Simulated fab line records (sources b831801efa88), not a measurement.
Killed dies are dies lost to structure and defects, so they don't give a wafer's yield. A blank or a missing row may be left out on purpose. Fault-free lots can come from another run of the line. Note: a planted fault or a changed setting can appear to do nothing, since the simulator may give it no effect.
fab line records	flow sky130	part 1 of 2: steps 1 to 27 of 38
[record] lots = 5	wafers = 15	last_day = 50
route steps=708 shown NWELL@72 PWDE@84 VT_ADJUST_HVTP@85 VT_ADJUST_LVTN@97
lots untouched by any fault: they come from a run of this same line in which no faults occurred
start_h: hours from the record's opening day to when the first of the lot's shown wafers began	wait_h: how many hours have passed since the lot's step before this one	" identical to the entry in the row above	L1.1+2: a single row standing in for several wafers	- no value, or no start given	* or withheld: withheld	< > ~ a bound
route shown NAME@n: NAME is a module with steps in the file, n the number in the route of the first one	usual: average and standard deviation across the fault-free wafers	same: alike in all rows	chamber/n: place in a boat	sites: readings site by site	_std_site: standard deviation across them	_edge_site: mean of outer sites minus mean of inner sites	radius_mm: how far each site lies from the wafer's centre	mask NAME#n: copy n	behind: the last tool/chamber to shape the wafer	hold: why the lot was held/for how many hours/how that ended	device: whichever transistor did not switch (one of n, p or np)	end of line: tests of these same wafers at the route's end	a step without rows: its recipe alone	killed: count of dies lost to structure and defects at first sort (not the wafer's yield)	map: shows each die of a wafer: x if killed, . if not, _ if none is there
set.NAME: the setting the step ran with; set.NAME@STEP: the setting that earlier step ran with	model.NAME: the simulator's own value behind a step, which no gauge read
a table for each step, a row for each wafer; lots at some steps of the route
services: a tool's chamber out of use, with start hour (start_h, from the record's first day; less than 0 if before it), hours out, and reason
[[steps]]
[step SKY_NWELL_SOFTBAKE_19]
[recipe] temp_c = 110	time_s = withheld
[usual] exhaust_pa = 45.0/0.87
lot.wafer	tool	chamber	start_h	wait_h	exhaust_pa
L075.1	litho_track-02	0	97.57	0.1	44.4
L075.4	"	0	"	"	43.3
L075.5	"	0	"	"	44.5
L083.1	litho_track-01	0	148.34	0.1	45.3
L083.2	"	0	"	"	45.6
L083.6	"	0	"	"	45.7
L089.1	litho_track-01	0	183.19	0.1	44.1
L089.4	"	0	"	"	45.1
L089.6	"	0	"	"	43.7
L092.3	litho_track-01	0	199.76	0.1	43.7
L092.4	"	0	"	"	43.5
L092.5	"	0	"	"	43.2
L097.3	litho_track-02	0	236.73	0.1	45.5
L097.4	"	0	"	"	45.7
L097.5	"	0	"	"	46.1
[step SKY_NWELL_EXPOSE_20]
[recipe] mask_id = NWM_COMPLEMENT	na = 0.6	source_shape = conventional	sigma_outer = 0.6	polarization = unpolarized	target_cd_nm = 840	dose_mj = 260
lot.wafer	tool	chamber	start_h	wait_h	mask
L075.1+4+5	iline_stepper-02	0	-	-	NWM_COMPLEMENT#0
L083.1+2+6	iline_stepper-01	0	-	-	NWM_COMPLEMENT#0
L089.1+4+6	iline_stepper-02	0	-	-	NWM_COMPLEMENT#0
L092.3+4+5	iline_stepper-02	0	-	-	NWM_COMPLEMENT#0
L097.3+4+5	iline_stepper-01	0	-	-	NWM_COMPLEMENT#0
[step SKY_NWELL_PEB_21]
[recipe] temp_c = 115	time_s = withheld
[usual] exhaust_pa = 45.0/0.89
lot.wafer	tool	chamber	start_h	wait_h	exhaust_pa
L075.1	litho_track-02	0	-	-	44.6
L075.4	"	0	"	"	44.2
L075.5	"	0	"	"	45.0
L083.1	litho_track-02	0	-	-	44.6
L083.2	"	0	"	"	43.7
L083.6	"	0	"	"	44.6
L089.1	litho_track-02	0	-	-	44.3
L089.4	"	0	"	"	44.4
L089.6	"	0	"	"	45.3
L092.3	litho_track-01	0	-	-	44.9
L092.4	"	0	"	"	45.7
L092.5	"	0	"	"	46.3
L097.3	litho_track-02	0	-	-	45.1
L097.4	"	0	"	"	45.9
L097.5	"	0	"	"	45.7
[step SKY_NWELL_DEVELOP_22]
[recipe] wall_angle_deg = 90	developer = TMAH	develop_time_s = 60	dev_temp_c = 23
[usual] exhaust_pa = 44.9/0.97
lot.wafer	tool	chamber	start_h	wait_h	exhaust_pa
L075.1	litho_track-02	0	-	-	44.7
L075.4	"	0	"	"	44.0
L075.5	"	0	"	"	45.9
L083.1	litho_track-02	0	-	-	45.2
L083.2	"	0	"	"	44.0
L083.6	"	0	"	"	45.0
L089.1	litho_track-02	0	-	-	46.3
L089.4	"	0	"	"	46.2
L089.6	"	0	"	"	46.7
L092.3	litho_track-01	0	-	-	44.4
L092.4	"	0	"	"	45.1
L092.5	"	0	"	"	45.5
L097.3	litho_track-02	0	-	-	43.5
L097.4	"	0	"	"	45.4
L097.5	"	0	"	"	44.2
[step SKY_NWELL_OVL_MEAS_23]
[usual] NWELL_01_OVL = -0.2/1.2
lot.wafer	tool	chamber	start_h	wait_h	NWELL_01_OVL[nm]
L075.1	overlay-02	-	106.42	-	-0.4
L075.4	"	-	"	"	0.4
L075.5	"	-	"	"	-0.7
L083.1	overlay-01	-	158.87	-	-0.9
L083.2	"	-	"	"	-0.4
L083.6	"	-	"	"	-0.5
L089.1	overlay-02	-	193.57	-	1.2
L089.4	"	-	"	"	-0.9
L089.6	"	-	"	"	1.0
L092.3	overlay-02	-	210.21	-	-1.0
L092.4	"	-	"	"	-0.4
L092.5	"	-	"	"	-0.8
L097.3	overlay-02	-	248.53	-	0.4
L097.4	"	-	"	"	0.1
L097.5	"	-	"	"	0.9
[step SKY_NWELL_IMPLANT_24]
[recipe] species = B	energy_kev = 140	dose_cm2 = 9.2e+12	tilt_deg = withheld
lot.wafer	tool	chamber	start_h	wait_h
L075.1+4+5	implanter-02	0	106.45	0.0
L083.1+2+6	implanter-01	0	160.05	1.2
L089.1+4+6	implanter-01	0	193.60	0.0
L092.3+4+5	implanter-01	0	210.28	0.1
L097.3+4+5	implanter-04	0	248.60	0.1
[step SKY_NWELL_STRIP_25]
[recipe] chemistry = O2/N2	power_w = 1400	pressure_mtorr = 1500	platen_temp_c = withheld	o2_flow_sccm = 3000	n2_flow_sccm = 300	overash_fraction = 0.5
[usual] drypump_motor_current_A = 5.6/0.31	oes_product_au = 0.723/0.0045	strip_time_to_endpoint_s = 36.89/0.099
[same] overash_fraction = 0.5
lot.wafer	tool	chamber	start_h	wait_h	drypump_motor_current_A	oes_product_au	rf_hours_counter_h	strip_time_to_endpoint_s
L075.1	plasma_asher-03	1	106.60	0.1	5.3	0.720	42	36.95
L075.4	"	1	"	"	5.3	0.716	-	36.97
L075.5	"	0	"	"	5.2	0.720	-	36.83
L083.1	plasma_asher-03	1	160.20	0.1	5.3	0.717	47	36.74
L083.2	"	0	"	"	5.2	0.724	47	36.84
L083.6	"	1	"	"	5.3	0.717	-	36.89
L089.1	plasma_asher-03	0	193.75	0.1	5.2	0.723	50	36.89
L089.4	"	0	"	"	5.3	0.733	-	36.82
L089.6	"	0	"	"	5.2	0.724	-	36.69
L092.3	plasma_asher-04	0	210.41	0.1	5.2	0.725	-	36.89
L092.4	"	1	"	"	5.9	0.731	-	36.82
L092.5	"	1	"	"	5.9	0.717	-	36.83
L097.3	plasma_asher-03	1	248.73	0.1	5.3	0.723	-	36.92
L097.4	"	0	"	"	5.2	0.727	-	36.96
L097.5	"	1	"	"	5.3	0.721	-	36.92
[step SKY_NWELL_TW_MEAS_26]
[usual] NWELL_2_TW = 501/5.3
lot.wafer	tool	chamber	start_h	wait_h	NWELL_2_TW
L075.1	film_metro-01	-	106.70	0.1	508
L075.4	"	-	"	"	508
L075.5	"	-	"	"	505
L083.1	film_metro-02	-	160.30	0.1	498
L083.2	"	-	"	"	500
L083.6	"	-	"	"	493
L089.1	film_metro-03	-	193.85	0.1	498
L089.4	"	-	"	"	498
L089.6	"	-	"	"	501
L092.3	film_metro-01	-	210.50	0.1	511
L092.4	"	-	"	"	510
L092.5	"	-	"	"	511
L097.3	film_metro-03	-	248.82	0.1	496
L097.4	"	-	"	"	492
L097.5	"	-	"	"	495
[step SKY_NWELL_CLEAN_27]
[recipe] chemistry = SC1/SC2	mix = 1:4:20	temp_c = 70	time_s = 150	dry = n2_spin
lot.wafer	tool	chamber	start_h	wait_h
L075.1+4+5	wet_bench-02	2	106.76	0.1
L083.1+2+6	wet_bench-03	3	160.36	0.1
L089.1+4+6	wet_bench-03	0	193.91	0.1
L092.3+4+5	wet_bench-02	0	210.54	0.0
L097.3+4+5	wet_bench-01	2	248.86	0.0
[step SKY_NWELL_RTA_28]
[recipe] temp_c = 1050	time_s = 30	idle_temp_c = 650	ramp_up_c_per_s = 150	ramp_down_c_per_s = 90	ambient = N2
[usual] lamp_power_pct = 25.31/0.056	ramp_up_c_per_s = 150.00/0.025	wafer_temp_C_max = 1054.9/0.91
lot.wafer	tool	chamber	start_h	wait_h	lamp_power_pct	ramp_up_c_per_s	wafer_temp_C_max
L075.1	rtp_anneal-02	0	106.81	0.0	25.38	150.03	1054.4
L075.4	"	0	"	"	25.28	149.96	1054.2
L075.5	"	0	"	"	25.41	150.00	1055.0
L083.1	rtp_anneal-01	0	160.41	0.0	25.22	150.03	1054.2
L083.2	"	0	"	"	25.30	150.01	1055.7
L083.6	"	0	"	"	25.35	149.94	1055.0
L089.1	rtp_anneal-01	0	194.02	0.0	25.34	149.98	1054.8
L089.4	"	0	"	"	25.24	149.98	1055.7
L089.6	"	0	"	"	25.27	150.02	1054.9
L092.3	rtp_anneal-02	0	210.62	0.0	25.45	150.04	1054.8
L092.4	"	0	"	"	25.37	149.98	1054.6
L092.5	"	0	"	"	25.25	150.00	1055.7
L097.3	rtp_anneal-01	0	248.95	0.0	25.29	149.95	1053.7
L097.4	"	0	"	"	25.29	149.99	1054.6
L097.5	"	0	"	"	25.22	149.99	1054.1
[step SKY_NWELL_RS_MEAS_29]
[recipe] thk_meas_gauge = four-point-probe
[usual] NWELL_RS = 625.0/1.5
lot.wafer	tool	chamber	start_h	wait_h	NWELL_RS[ohm/sq]
L075.1	film_metro-02	-	107.01	0.2	625.4
L075.4	"	-	"	"	622.2
L075.5	"	-	"	"	622.0
L083.1	film_metro-01	-	160.61	0.2	625.5
L083.2	"	-	"	"	626.9
L083.6	"	-	"	"	624.7
L089.1	film_metro-02	-	194.12	0.1	625.0
L089.4	"	-	"	"	625.4
L089.6	"	-	"	"	625.5
L092.3	film_metro-02	-	210.73	0.1	624.6
L092.4	"	-	"	"	625.9
L092.5	"	-	"	"	624.9
L097.3	film_metro-02	-	249.06	0.1	625.1
L097.4	"	-	"	"	624.8
L097.5	"	-	"	"	626.4
[step SKY_NWELL_RS_MEAS_31]
[recipe] thk_meas_gauge = four-point-probe
[usual] PWDE_RS = 5282/18
lot.wafer	tool	chamber	start_h	wait_h	PWDE_RS[ohm/sq]
L075.1	film_metro-02	-	107.25	0.1	5278
L075.4	"	-	"	"	5295
L075.5	"	-	"	"	5294
L083.1	film_metro-01	-	160.85	0.1	5300
L083.2	"	-	"	"	5292
L083.6	"	-	"	"	5314
L089.1	film_metro-02	-	194.36	0.1	5276
L089.4	"	-	"	"	5280
L089.6	"	-	"	"	5279
L092.3	film_metro-02	-	210.97	0.1	5283
L092.4	"	-	"	"	5294
L092.5	"	-	"	"	5290
L097.3	film_metro-02	-	249.30	0.1	5262
L097.4	"	-	"	"	5286
L097.5	"	-	"	"	5264
[step SKY_VT_ADJUST_HVTP_DEHYDRATE_00]
[recipe] temp_c = 200	time_s = 60
[usual] exhaust_pa = 45.1/0.84
lot.wafer	tool	chamber	start_h	wait_h	exhaust_pa
L075.1	litho_track-02	0	115.57	8.3	46.1
L075.4	"	0	"	"	44.2
L075.5	"	0	"	"	44.7
L083.1	litho_track-02	0	169.67	8.8	44.5
L083.2	"	0	"	"	45.7
L083.6	"	0	"	"	44.9
L089.1	litho_track-03	0	204.46	10.1	46.5
L089.4	"	0	"	"	45.1
L089.6	"	0	"	"	45.5
L092.3	litho_track-01	0	221.69	10.7	46.1
L092.4	"	0	"	"	45.3
L092.5	"	0	"	"	45.1
L097.3	litho_track-03	0	260.01	10.7	44.8
L097.4	"	0	"	"	45.2
L097.5	"	0	"	"	45.2
[step SKY_VT_ADJUST_HVTP_HMDS_01]
[recipe] prime_time_s = 60	prime_temp_c = 120
[usual] exhaust_pa = 45.2/0.76
lot.wafer	tool	chamber	start_h	wait_h	exhaust_pa
L075.1	litho_track-02	0	115.72	0.1	43.7
L075.4	"	0	"	"	46.0
L075.5	"	0	"	"	45.1
L083.1	litho_track-02	0	169.82	0.1	45.7
L083.2	"	0	"	"	46.0
L083.6	"	0	"	"	45.4
L089.1	litho_track-03	0	204.61	0.1	45.0
L089.4	"	0	"	"	45.2
L089.6	"	0	"	"	45.5
L092.3	litho_track-01	0	221.84	0.1	44.5
L092.4	"	0	"	"	46.2
L092.5	"	0	"	"	45.9
L097.3	litho_track-03	0	260.16	0.1	44.8
L097.4	"	0	"	"	43.6
L097.5	"	0	"	"	44.7
[step SKY_VT_ADJUST_HVTP_COAT_02]
[recipe] resist = NOVOLAK	spin_rpm = 3000	resist_thk_nm = 1140
[usual] exhaust_pa = 44.9/0.92
lot.wafer	tool	chamber	start_h	wait_h	exhaust_pa
L075.1	litho_track-02	0	115.87	0.1	43.8
L075.4	"	0	"	"	43.3
L075.5	"	0	"	"	44.4
L083.1	litho_track-02	0	169.97	0.1	44.9
L083.2	"	0	"	"	45.5
L083.6	"	0	"	"	44.9
L089.1	litho_track-03	0	204.76	0.1	44.2
L089.4	"	0	"	"	42.2
L089.6	"	0	"	"	43.9
L092.3	litho_track-01	0	221.99	0.1	44.7
L092.4	"	0	"	"	43.7
L092.5	"	0	"	"	42.8
L097.3	litho_track-03	0	260.31	0.1	44.4
L097.4	"	0	"	"	46.7
L097.5	"	0	"	"	45.0
[step SKY_VT_ADJUST_HVTP_SOFTBAKE_03]
[recipe] temp_c = 90	time_s = 60	resist = NOVOLAK
[usual] exhaust_pa = 45.0/0.87
lot.wafer	tool	chamber	start_h	wait_h	exhaust_pa
L075.1	litho_track-02	0	116.02	0.1	45.1
L075.4	"	0	"	"	46.3
L075.5	"	0	"	"	45.7
L083.1	litho_track-02	0	170.12	0.1	44.6
L083.2	"	0	"	"	45.7
L083.6	"	0	"	"	45.4
L089.1	litho_track-03	0	204.91	0.1	45.2
L089.4	"	0	"	"	45.9
L089.6	"	0	"	"	45.6
L092.3	litho_track-01	0	222.14	0.1	45.6
L092.4	"	0	"	"	44.8
L092.5	"	0	"	"	45.2
L097.3	litho_track-03	0	260.46	0.1	44.6
L097.4	"	0	"	"	45.4
L097.5	"	0	"	"	45.5
[step SKY_VT_ADJUST_HVTP_EXPOSE_04]
[recipe] mask_id = HVTPM	na = 0.6	source_shape = conventional	sigma_outer = 0.6	polarization = unpolarized	target_cd_nm = 380	dose_mj = 140
lot.wafer	tool	chamber	start_h	wait_h	mask
L075.1+4+5	iline_stepper-01	0	-	-	HVTPM#0
L083.1+2+6	iline_stepper-02	0	-	-	HVTPM#0
L089.1+4+6	iline_stepper-02	0	-	-	HVTPM#0
L092.3+4+5	iline_stepper-01	0	-	-	HVTPM#0
L097.3+4+5	iline_stepper-02	0	-	-	HVTPM#0
[step SKY_VT_ADJUST_HVTP_PEB_05]
[recipe] temp_c = withheld	time_s = *	resist = NOVOLAK
[usual] exhaust_pa = 45.1/0.98
lot.wafer	tool	chamber	start_h	wait_h	exhaust_pa
L075.1	litho_track-02	0	-	-	43.6
L075.4	"	0	"	"	42.9
L075.5	"	0	"	"	43.3
L083.1	litho_track-02	0	-	-	46.8
L083.2	"	0	"	"	45.4
L083.6	"	0	"	"	46.8
L089.1	litho_track-02	0	-	-	46.4
L089.4	"	0	"	"	44.5
L089.6	"	0	"	"	44.6
L092.3	litho_track-01	0	-	-	45.9
L092.4	"	0	"	"	44.0
L092.5	"	0	"	"	46.4
L097.3	litho_track-03	0	-	-	46.0
L097.4	"	0	"	"	45.1
L097.5	"	0	"	"	46.2
[step SKY_VT_ADJUST_HVTP_DEVELOP_06]
[recipe] resist = NOVOLAK	developer = TMAH	develop_time_s = 60	dev_temp_c = 23
[usual] exhaust_pa = 44.9/0.93
lot.wafer	tool	chamber	start_h	wait_h	exhaust_pa
L075.1	litho_track-02	0	125.07	0.1	45.8
L075.4	"	0	"	"	45.0
L075.5	"	0	"	"	46.4
L083.1	litho_track-02	0	180.62	0.1	44.6
L083.2	"	0	"	"	45.0
L083.6	"	0	"	"	45.0
L089.1	litho_track-02	0	215.47	0.1	45.9
L089.4	"	0	"	"	45.0
L089.6	"	0	"	"	46.1
L092.3	litho_track-01	0	232.89	0.1	45.2
L092.4	"	0	"	"	45.5
L092.5	"	0	"	"	45.6
L097.3	litho_track-03	0	272.56	0.1	45.4
L097.4	"	0	"	"	46.5
L097.5	"	0	"	"	45.8
[step SKY_VT_ADJUST_HVTP_CD_MEAS_07]
[recipe] target_cd_nm = 380
[usual] cd_nm = 379.9/2.6
lot.wafer	tool	chamber	start_h	wait_h	cd_nm
L075.1	cd_sem-01	-	125.22	0.1	378.8
L075.4	"	-	"	"	381.2
L075.5	"	-	"	"	379.1
L083.1	cd_sem-01	-	180.77	0.1	379.4
L083.2	"	-	"	"	378.7
L083.6	"	-	"	"	377.0
L089.1	cd_sem-01	-	215.62	0.1	374.1
L089.4	"	-	"	"	378.0
L089.6	"	-	"	"	377.9
L092.3	cd_sem-02	-	233.03	0.1	379.0
L092.4	"	-	"	"	378.8
L092.5	"	-	"	"	380.3
L097.3	cd_sem-01	-	272.70	0.1	379.3
L097.4	"	-	"	"	377.0
L097.5	"	-	"	"	377.3
[step SKY_VT_ADJUST_HVTP_OVL_MEAS_08]
[usual] VT_ADJUST_HVTP_OVL = 0.7/1.3
lot.wafer	tool	chamber	start_h	wait_h	VT_ADJUST_HVTP_OVL[nm]
L075.1	overlay-02	-	125.34	0.1	0.9
L075.4	"	-	"	"	0.0
L075.5	"	-	"	"	0.9
L083.1	overlay-01	-	180.89	0.1	-0.6
L083.2	"	-	"	"	0.4
L083.6	"	-	"	"	-0.1
L089.1	overlay-02	-	215.74	0.1	0.0
L089.4	"	-	"	"	-0.4
L089.6	"	-	"	"	-1.2
L092.3	overlay-02	-	233.13	0.1	3.2
L092.4	"	-	"	"	3.4
L092.5	"	-	"	"	2.7
L097.3	overlay-01	-	272.80	0.1	0.6
L097.4	"	-	"	"	-0.9
L097.5	"	-	"	"	0.9
[step SKY_VT_ADJUST_HVTP_IMPLANT_09]
[recipe] species = As	energy_kev = 150	dose_cm2 = 4.3e+12	tilt_deg = withheld
lot.wafer	tool	chamber	start_h	wait_h
L075.1+4+5	implanter-01	0	125.37	0.0
L083.1+2+6	implanter-04	0	180.92	0.0
L089.1+4+6	implanter-01	0	215.77	0.0
L092.3+4+5	implanter-04	0	233.20	0.1
L097.3+4+5	implanter-03	0	272.87	0.1
[step SKY_VT_ADJUST_HVTP_STRIP_10]
[recipe] chemistry = O2/N2	power_w = 1400	pressure_mtorr = 1500	platen_temp_c = withheld	o2_flow_sccm = 3000	n2_flow_sccm = 300	overash_fraction = 0.5
[usual] drypump_motor_current_A = 5.9/0.44	oes_product_au = 0.716/0.0041	strip_time_to_endpoint_s = 14.20/0.041
[same] overash_fraction = 0.5
lot.wafer	tool	chamber	start_h	wait_h	drypump_motor_current_A	oes_product_au	rf_hours_counter_h	strip_time_to_endpoint_s
L075.1	plasma_asher-04	0	125.52	0.1	5.2	0.721	43	14.24
L075.4	"	0	"	"	5.2	0.709	-	14.24
L075.5	"	0	"	"	5.2	0.715	-	14.22
L083.1	plasma_asher-04	0	181.07	0.1	5.2	0.721	48	14.26
L083.2	"	1	"	"	5.9	0.718	48	14.21
L083.6	"	0	"	"	5.2	0.722	-	14.25
L089.1	plasma_asher-04	0	215.92	0.1	5.2	0.710	52	14.21
L089.4	"	1	"	"	5.9	0.719	-	14.16
L089.6	"	1	"	"	5.9	0.716	-	14.22
L092.3	plasma_asher-01	1	233.33	0.1	6.7	0.719	-	14.13
L092.4	"	0	"	"	5.8	0.711	-	14.11
L092.5	"	0	"	"	5.9	0.719	-	14.13
L097.3	plasma_asher-02	1	273.00	0.1	5.7	0.722	-	14.18
L097.4	"	0	"	"	5.9	0.712	-	14.16
L097.5	"	1	"	"	5.7	0.711	-	14.15
[step SKY_VT_ADJUST_HVTP_TW_MEAS_11]
[usual] VT_ADJUST_HVTP_TW = 1375/18
lot.wafer	tool	chamber	start_h	wait_h	VT_ADJUST_HVTP_TW
L075.1	film_metro-01	-	125.62	0.1	1400
L075.4	"	-	"	"	1394
L075.5	"	-	"	"	1404
L083.1	film_metro-01	-	181.17	0.1	1396
L083.2	"	-	"	"	1406
L083.6	"	-	"	"	1390
L089.1	film_metro-02	-	216.02	0.1	1362
L089.4	"	-	"	"	1361
L089.6	"	-	"	"	1367
L092.3	film_metro-02	-	233.42	0.1	1364
L092.4	"	-	"	"	1364
L092.5	"	-	"	"	1361
L097.3	film_metro-02	-	273.09	0.1	1360
L097.4	"	-	"	"	1366
L097.5	"	-	"	"	1358
[step SKY_VT_ADJUST_LVTN_DEHYDRATE_00]
[recipe] temp_c = 200	time_s = 60
[usual] exhaust_pa = 45.2/0.92
lot.wafer	tool	chamber	start_h	wait_h	exhaust_pa
L075.1	litho_track-01	0	134.59	9.0	44.1
L075.4	"	0	"	"	45.3
L075.5	"	0	"	"	46.1
L083.1	litho_track-01	0	190.39	9.2	44.5
L083.2	"	0	"	"	44.0
L083.6	"	0	"	"	45.4
L089.1	litho_track-04	0	226.89	10.9	45.1
L089.4	"	0	"	"	45.5
L089.6	"	0	"	"	45.0
L092.3	litho_track-01	0	244.54	11.1	44.3
L092.4	"	0	"	"	44.2
L092.5	"	0	"	"	45.2
L097.3	litho_track-03	0	284.96	11.9	44.5
L097.4	"	0	"	"	45.6
L097.5	"	0	"	"	46.3
[step SKY_VT_ADJUST_LVTN_HMDS_01]
[recipe] prime_time_s = 60	prime_temp_c = 120
[usual] exhaust_pa = 45.0/0.92
lot.wafer	tool	chamber	start_h	wait_h	exhaust_pa
L075.1	litho_track-01	0	134.74	0.1	45.1
L075.4	"	0	"	"	44.5
L075.5	"	0	"	"	44.7
L083.1	litho_track-01	0	190.54	0.1	44.6
L083.2	"	0	"	"	43.6
L083.6	"	0	"	"	45.3
L089.1	litho_track-04	0	227.04	0.1	45.1
L089.4	"	0	"	"	45.2
L089.6	"	0	"	"	46.9
L092.3	litho_track-01	0	244.69	0.1	43.3
L092.4	"	0	"	"	45.1
L092.5	"	0	"	"	43.9
L097.3	litho_track-03	0	285.11	0.1	45.9
L097.4	"	0	"	"	46.6
L097.5	"	0	"	"	46.7
[step SKY_VT_ADJUST_LVTN_COAT_02]
[recipe] spin_rpm = 2000	resist_thk_nm = 3000
[usual] exhaust_pa = 44.8/0.94
lot.wafer	tool	chamber	start_h	wait_h	exhaust_pa
L075.1	litho_track-01	0	134.89	0.1	45.0
L075.4	"	0	"	"	44.9
L075.5	"	0	"	"	45.3
L083.1	litho_track-01	0	190.69	0.1	46.2
L083.2	"	0	"	"	45.8
L083.6	"	0	"	"	45.1
L089.1	litho_track-04	0	227.19	0.1	45.9
L089.4	"	0	"	"	43.2
L089.6	"	0	"	"	43.8
L092.3	litho_track-01	0	244.84	0.1	44.1
L092.4	"	0	"	"	44.2
L092.5	"	0	"	"	45.8
L097.3	litho_track-03	0	285.26	0.1	44.2
L097.4	"	0	"	"	44.2
L097.5	"	0	"	"	44.9
